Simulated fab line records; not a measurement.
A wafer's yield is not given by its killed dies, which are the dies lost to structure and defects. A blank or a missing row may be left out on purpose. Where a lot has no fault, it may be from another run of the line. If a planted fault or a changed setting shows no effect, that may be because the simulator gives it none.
Which of the tools did it? / flow sky130 / 35 wafers from 13 lots sampled at 5 of the route's 708 steps

WHAT THE GAUGES READ, wafer by wafer
SKY_FIELD_ISO_CD_MEAS_13: target cd 150 nm.
lot=L106; measured=day 2 05:47; on=cd-sem-01; cd-nm (nm)=151.0 152.0 151.2
lot=L107; measured=day 2 10:54; on=cd-sem-01; cd-nm (nm)=151.4 150.4 149.7
lot=L112; measured=day 3 12:22; on=cd-sem-02; cd-nm (nm)=150.4 149.2 149.7
lot=L113; measured=day 3 15:20; on=cd-sem-01; cd-nm (nm)=150.5 150.1 148.9
lot=L117; measured=day 4 19:47; on=cd-sem-02; cd-nm (nm)=148.9 148.6 149.1
lot=L118; measured=day 5 00:52; on=cd-sem-01; cd-nm (nm)=57.6 57.0
lot=L119; measured=day 5 05:40; on=cd-sem-01; cd-nm (nm)=152.0 148.8 151.0
lot=L120; measured=day 5 07:35; on=cd-sem-01; cd-nm (nm)=58.8 58.4
lot=L122; measured=day 5 15:57; on=cd-sem-02; cd-nm (nm)=153.8 152.2 153.2
lot=L124; measured=day 6 01:46; on=cd-sem-01; cd-nm (nm)=148.5 55.1 149.6 148.6 55.3 149.9
lot=L127; measured=day 6 18:20; on=cd-sem-01; cd-nm (nm)=149.0 151.5 149.7
lot=L128; measured=day 6 23:25; on=cd-sem-01; cd-nm (nm)=151.3 152.8 152.7
lot=L129; measured=day 7 06:13; on=cd-sem-02; cd-nm (nm)=150.1 148.4 148.0

SKY_NWELL_OVL_MEAS_23.
lot=L106; measured=day 5 07:38; on=overlay-02; NWELL_01_OVL (nm)=-1.4 -0.1 0.2
lot=L107; measured=day 5 13:49; on=overlay-01; NWELL_01_OVL (nm)=-0.3 -1.3 0.8
lot=L112; measured=day 7 08:29; on=overlay-01; NWELL_01_OVL (nm)=2.6 0.7 0.3
lot=L113; measured=day 7 07:55; on=overlay-01; NWELL_01_OVL (nm)=2.0 1.5 1.3
lot=L117; measured=day 8 06:52; on=overlay-02; NWELL_01_OVL (nm)=0.3 0.2 -1.5
lot=L119; measured=day 8 21:58; on=overlay-01; NWELL_01_OVL (nm)=-0.4 1.5 1.0
lot=L122; measured=day 9 10:53; on=overlay-01; NWELL_01_OVL (nm)=2.3 3.1 2.0
lot=L124; measured=day 9 20:58; on=overlay-02; NWELL_01_OVL (nm)=0.9 0.4
lot=L127; measured=day 10 11:25; on=overlay-01; NWELL_01_OVL (nm)=2.3 1.1 1.1
lot=L128; measured=day 10 19:04; on=overlay-02; NWELL_01_OVL (nm)=1.6 -0.3 0.9
lot=L129; measured=day 11 02:13; on=overlay-01; NWELL_01_OVL (nm)=3.7 2.0 3.0

SKY_VT_ADJUST_HVTR_CD_MEAS_07: target cd 380 nm.
lot=L106; measured=day 9 11:32; on=cd-sem-01; cd-nm (nm)=381.2 381.5 381.3
lot=L107; measured=day 9 18:37; on=cd-sem-02; cd-nm (nm)=379.7 378.9 378.9
lot=L112; measured=day 11 23:05; on=cd-sem-02; cd-nm (nm)=376.3 377.6 377.4
lot=L113; measured=day 11 22:47; on=cd-sem-02; cd-nm (nm)=379.2 380.1 376.8
lot=L117; measured=day 13 04:32; on=cd-sem-02; cd-nm (nm)=377.5 375.2 377.7
lot=L119; measured=day 13 19:37; on=cd-sem-01; cd-nm (nm)=377.7 379.6 377.8
lot=L122; measured=day 14 14:39; on=cd-sem-02; cd-nm (nm)=383.7 382.0 381.6
lot=L124; measured=day 14 22:55; on=cd-sem-02; cd-nm (nm)=380.1 379.1
lot=L127; measured=day 15 19:38; on=cd-sem-02; cd-nm (nm)=382.1 379.3 379.3
lot=L128; measured=day 16 03:37; on=cd-sem-02; cd-nm (nm)=377.9 379.5 380.8
lot=L129; measured=day 16 14:04; on=cd-sem-01; cd-nm (nm)=381.1 380.9 383.4

WHICH TOOL RAN EACH LOT (tool, then ch and the chambers of the sampled wafers, then the start)
lot=L106; SKY_FIELD_ISO_EXPOSE_10=krf-scanner-02 ch 0, day 1 22:22; SKY_FIELD_ISO_CMP_27=cmp-02 ch 2,3, day 2 11:22
lot=L107; SKY_FIELD_ISO_EXPOSE_10=krf-scanner-01 ch 0, day 2 03:17; SKY_FIELD_ISO_CMP_27=cmp-02 ch 1,2,3, day 2 15:40
lot=L112; SKY_FIELD_ISO_EXPOSE_10=krf-scanner-02 ch 0, day 3 05:00; SKY_FIELD_ISO_CMP_27=cmp-02 ch 1,2, day 4 00:05
lot=L113; SKY_FIELD_ISO_EXPOSE_10=krf-scanner-02 ch 0, day 3 08:13; SKY_FIELD_ISO_CMP_27=cmp-01 ch 1,2,3, day 4 00:03
lot=L117; SKY_FIELD_ISO_EXPOSE_10=krf-scanner-02 ch 0, day 4 11:41; SKY_FIELD_ISO_CMP_27=cmp-02 ch 0,2, day 4 23:20
lot=L118; SKY_FIELD_ISO_EXPOSE_10=krf-scanner-02 ch 0, day 4 16:15; SKY_FIELD_ISO_CMP_27=cmp-02 ch 0, day 5 07:58
lot=L119; SKY_FIELD_ISO_EXPOSE_10=krf-scanner-01 ch 0, day 4 20:41; SKY_FIELD_ISO_CMP_27=cmp-01 ch 1,2,3, day 5 12:32
lot=L120; SKY_FIELD_ISO_EXPOSE_10=krf-scanner-02 ch 0, day 4 22:55; SKY_FIELD_ISO_CMP_27=cmp-02 ch 2, day 5 14:02
lot=L122; SKY_FIELD_ISO_EXPOSE_10=krf-scanner-01 ch 0, day 5 07:14; SKY_FIELD_ISO_CMP_27=cmp-01 ch 0,2,3, day 5 20:38
lot=L124; SKY_FIELD_ISO_EXPOSE_10=krf-scanner-02 ch 0, day 5 16:54; SKY_FIELD_ISO_CMP_27=cmp-01 ch 0,3, day 6 11:52
lot=L127; SKY_FIELD_ISO_EXPOSE_10=krf-scanner-01 ch 0, day 6 09:10; SKY_FIELD_ISO_CMP_27=cmp-01 ch 0,1, day 6 22:17
lot=L128; SKY_FIELD_ISO_EXPOSE_10=krf-scanner-01 ch 0, day 6 13:22; SKY_FIELD_ISO_CMP_27=cmp-02 ch 0,1,2, day 7 02:59
lot=L129; SKY_FIELD_ISO_EXPOSE_10=krf-scanner-01 ch 0, day 6 20:19; SKY_FIELD_ISO_CMP_27=cmp-01 ch 1,2, day 7 09:47
- SKY_FIELD_ISO_EXPOSE_10: exposes mask FOM, target cd 150 nm.
- SKY_FIELD_ISO_CMP_27: polishes, stops on Si3N4, t overpolish 16 s, target thk 457.8 nm.

WHAT THE TOOLS THEMSELVES READ (means of the sampled wafers that have a number; where no wafer has one, the mark that the record gives instead)
SKY_FIELD_ISO_EXPOSE_10.
lot=L106; tool=krf-scanner-02; stage-vel-mm-s (mm/s)=499.96
lot=L107; tool=krf-scanner-01; stage-vel-mm-s (mm/s)=500.10
lot=L112; tool=krf-scanner-02; stage-vel-mm-s (mm/s)=499.88
lot=L113; tool=krf-scanner-02; stage-vel-mm-s (mm/s)=499.92
lot=L117; tool=krf-scanner-02; stage-vel-mm-s (mm/s)=499.86
lot=L118; tool=krf-scanner-02; stage-vel-mm-s (mm/s)=500.17
lot=L119; tool=krf-scanner-01; stage-vel-mm-s (mm/s)=500.10
lot=L120; tool=krf-scanner-02; stage-vel-mm-s (mm/s)=500.36
lot=L122; tool=krf-scanner-01; stage-vel-mm-s (mm/s)=500.29
lot=L124; tool=krf-scanner-02; stage-vel-mm-s (mm/s)=500.16
lot=L127; tool=krf-scanner-01; stage-vel-mm-s (mm/s)=499.86
lot=L128; tool=krf-scanner-01; stage-vel-mm-s (mm/s)=499.72
lot=L129; tool=krf-scanner-01; stage-vel-mm-s (mm/s)=499.82

SKY_FIELD_ISO_CMP_27.
lot=L106; tool=cmp-02; edge-zone-pressure-frac=1.004; motor-current-A (A)=13.6; overpolish-run-s (s)=15.995; time-to-endpoint-s (s)=111
lot=L107; tool=cmp-02; edge-zone-pressure-frac=0.997; motor-current-A (A)=12.5; overpolish-run-s (s)=16.000; time-to-endpoint-s (s)=106
lot=L112; tool=cmp-02; edge-zone-pressure-frac=1.005; motor-current-A (A)=12.9; overpolish-run-s (s)=16.002; time-to-endpoint-s (s)=108
lot=L113; tool=cmp-01; edge-zone-pressure-frac=1.006; motor-current-A (A)=12.2; overpolish-run-s (s)=15.996; time-to-endpoint-s (s)=114
lot=L117; tool=cmp-02; edge-zone-pressure-frac=1.002; motor-current-A (A)=11.7; overpolish-run-s (s)=16.006; time-to-endpoint-s (s)=114
lot=L118; tool=cmp-02; edge-zone-pressure-frac=0.998; motor-current-A (A)=10.5; overpolish-run-s (s)=16.008; time-to-endpoint-s (s)=112
lot=L119; tool=cmp-01; edge-zone-pressure-frac=1.000; motor-current-A (A)=12.4; overpolish-run-s (s)=16.000; time-to-endpoint-s (s)=115
lot=L120; tool=cmp-02; edge-zone-pressure-frac=0.995; motor-current-A (A)=14.5; overpolish-run-s (s)=16.003; time-to-endpoint-s (s)=115
lot=L122; tool=cmp-01; edge-zone-pressure-frac=1.002; motor-current-A (A)=11.0; overpolish-run-s (s)=15.990; time-to-endpoint-s (s)=108
lot=L124; tool=cmp-01; edge-zone-pressure-frac=0.996; motor-current-A (A)=11.2; overpolish-run-s (s)=15.986; time-to-endpoint-s (s)=114
lot=L127; tool=cmp-01; edge-zone-pressure-frac=0.996; motor-current-A (A)=13.0; overpolish-run-s (s)=16.001; time-to-endpoint-s (s)=108
lot=L128; tool=cmp-02; edge-zone-pressure-frac=1.000; motor-current-A (A)=11.8; overpolish-run-s (s)=15.993; time-to-endpoint-s (s)=110
lot=L129; tool=cmp-01; edge-zone-pressure-frac=1.002; motor-current-A (A)=13.6; overpolish-run-s (s)=16.005; time-to-endpoint-s (s)=108

THE ANSWER, worked out from the rows above alone
Rule: what is usual is taken from the lots themselves. The widest of any qualifying gaps counts: lots, ordered by their means at a reading, are off when they make up no more than a third of the lots, leave a main group of 4 or more, and stand apart from it by 3 or more times the standard deviation of that group's means. Not used: any main group whose means are identical at the precision the tables above print for the reading. A lot without any number at a reading at which 4 lots or more have one is off too. The other lots that the step has rows for count as sound. The gauges are gone through in route order, then the tools' own readings, and for those a lot's mean is taken as printed above. At the first step where some lot is off, the reading lying furthest off is the one used; lots without a number count as furthest.
Off: L118, L120, L124 (SKY_FIELD_ISO_CD_MEAS_13, cd-nm). For the main group the mean is 150.5 nm and the standard deviation 1.3.
A tool fits if, at a process step before that reading, it ran every lot that is off, and no sound lot after the first of them. The gauges at SKY_FIELD_ISO_CD_MEAS_13 are tried like those tools. One candidate fits, namely krf-scanner-02 at SKY_FIELD_ISO_EXPOSE_10. A fault onset in the window from L117 (day 4 11:41, its last sound lot) to L118 (day 4 16:15, its first lot off) fits.

WHAT HAD BEEN PUT IN BY THE SIMULATOR
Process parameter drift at SKY_FIELD_ISO_EXPOSE_10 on krf-scanner-02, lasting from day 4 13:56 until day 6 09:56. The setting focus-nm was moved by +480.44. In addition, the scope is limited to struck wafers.
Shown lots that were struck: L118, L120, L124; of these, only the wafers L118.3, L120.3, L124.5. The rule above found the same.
